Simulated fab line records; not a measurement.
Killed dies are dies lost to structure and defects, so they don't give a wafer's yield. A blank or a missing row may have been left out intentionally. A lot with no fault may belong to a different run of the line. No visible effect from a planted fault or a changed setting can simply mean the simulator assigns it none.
Comparing a struck lot with a sound one    flow sky130    14 steps out of a route of 708
Sound: wafers L395.1, L395.2, L395.5. Struck: wafers L399.4, L399.5, L399.6. The cause comes at the end.
Each step with rows lists, per side, the tool, then ch with its chambers, then its first start. Under that, the readings that differ: sound wafers    struck wafers    difference of the means    sigmas: that difference in standard deviations of wafers without a fault.
alike: words and numbers the same on both sides, and readings whose means are apart by under 2 such deviations; not compared: readings that were withheld, readings missing a value for some wafer, numbers with overlapping values and no deviation given by the record, and bounds like >300 which may hide the same value.
Wherever a step has rows on one side only, a row that says differs or no value, or a row with sigmas, the two part there. Numbers that don't overlap but have no deviation are shown without sigmas and don't part them. Lack of a reading on every wafer of one side parts them only where that side has two or more wafers.

SKY_METAL5_SPUTTER_01: material TiN, target thk 20 nm, time 16.7 s.
  sound: pvdSputter-02 at day 44 04:45; struck: pvdSputter-03 at day 44 19:21
  alike: throttleValvePct
SKY_METAL5_SPUTTER_02: material AlCu, target thk 1150 nm, time 61.2 s.
  sound: pvdSputter-02 at day 44 04:46; struck: pvdSputter-03 at day 44 19:22
  alike: throttleValvePct
SKY_METAL5_SPUTTER_03: material Ti, target thk 5 nm, time 3.3 s.
  sound: pvdSputter-02 at day 44 04:49; struck: pvdSputter-03 at day 44 19:26
  alike: throttleValvePct
SKY_METAL5_SPUTTER_04: material TiN, target thk 70 nm, time 58.3 s.
  sound: pvdSputter-02 at day 44 04:50; struck: pvdSputter-03 at day 44 19:26
  alike: throttleValvePct
SKY_METAL5_RS_MEAS_05: the measuring method here is four-point-probe.
  sound: filmMetro-02 at day 44 04:53; struck: filmMetro-01 at day 44 19:33
  alike: METAL5_ALCU_RS
SKY_METAL5_THK_MEAS_06: measures by xrf.
  sound: filmMetro-02 at day 44 05:01; struck: filmMetro-01 at day 44 19:38
  alike: METAL5_ALCU_THK
then, 6 steps without rows for these wafers: SKY_METAL5_DEHYDRATE_07 (time 60 s); SKY_METAL5_HMDS_08 (prime time 60 s); SKY_METAL5_COAT_09 (resist thk 1800 nm); SKY_METAL5_SOFTBAKE_10 (time 60 s); SKY_METAL5_EXPOSE_11 (exposes mask MM5, target cd 1600 nm); SKY_METAL5_PEB_12.
SKY_METAL5_DEVELOP_13: develop time 60 s.
  struck on lithoTrack-02, day 45 16:49; sound on lithoTrack-02 ch 0, day 45 02:47
  no value came back on the struck wafers for chillPlateTempC (C), developTimeS (s); on the sound wafers chillPlateTempC (C) reads 23.00 23.03 23.03
SKY_METAL5_DESCUM_14: chemistry O2, time 11 s.
  sound on rieMetal-01 ch 0,1, day 45 02:56; struck on rieMetal-03 ch 0,1, day 45 16:53
  alike: drypumpMotorCurrentA, oesProductAu
  not compared: rfHoursCounterH

== WHERE THEY PART ==
Within this record, at SKY_METAL5_DEVELOP_13 only. Later steps at which nothing parts them and some readings are alike: SKY_METAL5_DESCUM_14.

WHY: the cause the simulator had injected
Entire step skipped (lithoTrack-02, SKY_METAL5_DEVELOP_13), from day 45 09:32 onward. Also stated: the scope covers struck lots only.
